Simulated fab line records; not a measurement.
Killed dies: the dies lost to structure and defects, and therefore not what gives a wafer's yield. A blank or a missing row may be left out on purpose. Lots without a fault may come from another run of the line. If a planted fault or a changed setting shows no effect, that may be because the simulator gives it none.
Problem report, 8D (eight disciplines) form, completed by code | flow gf180mcu | the parts of the form that need people (team, actions taken, sign-off) are left out

## 1. PROBLEM STATEMENT
At GF_M3_SOFTBAKE_10, run length s averages 94.34 s over 6 wafers from 2 lots, while fault-free wafers read 88.92 s, standard deviation 0.19. That puts it +29 standard deviations away from the usual mean.
The step: time 60 s.
The first sign was on wafer L970.1 at day 24 22:46, on litho track-04. At this step, 42 wafers from 14 lots have a number in the record. Rule for "out" (also "out of limits"): further than 4 standard deviations from the usual mean. The rest of the wafers with a number are treated as sound.

## 2. WHAT IT IS, AND WHAT IT ISN'T
question                    | is                     | is not
which readings at this step | run length s           | -
which lots                  | L970, L973             | L961, L962, L963, L965, L966, L967, L968, L971, L972, L974, L977, L982
which wafers of those lots  | all that have a number | -
read on which tools         | litho track-04         | litho track-02, litho track-03
when                        | from day 24 22:46      | up to then (21 sound wafers); but 15 sound wafers of L971, L972, L974, L977, L982 came after

## 3. SUSPECTS, AND WHAT RULES EACH OUT
Counting: a tool at any process step up to the reading remains a suspect when it ran all the lots that are out and ran no sound lot after the first of those.
- litho track-04 at GF_M3_SOFTBAKE_10 (time 60 s): ruled out as a lasting fault. The sound lots L982 went through it after L970, its earliest lot that is out (day 24 22:46).
Left after counting: nothing in the record.

## 4. THE CAUSE (what the simulator had put in)
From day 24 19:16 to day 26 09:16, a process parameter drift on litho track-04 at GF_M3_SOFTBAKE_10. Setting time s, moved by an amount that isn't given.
Counting ruled it out, wrongly.

## 5. SEQUENCE OF EFFECTS, ordered by route
Each row: a reading whose mean over the struck wafers that have a number lies more than 3 standard deviations from the usual. Scope: only readings with a usual standard deviation given in the record; hours: median across lots of the time from each lot's start at the first step in this table that gives one to its start at this step; sigmas: change in usual standard deviations.
hours | step              | reading      | usual   | on struck wafers | change | sigmas
0     | GF_M3_SOFTBAKE_10 | run length s | 88.92 s | 94.34            | +5.42  | +29
It contains these process steps:
- GF_M3_SOFTBAKE_10: time 60 s.
Later measuring or inspecting steps at which every struck wafer that the step has a row for has a number for every such reading, and none has moved that far: GF_M3_OVL_MEAS_15.

## 6. WHAT WOULD HAVE CAUGHT IT SOONER
The fault began at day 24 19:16; the first out-of-limits reading in this record came at day 24 22:46, 4 hours later.
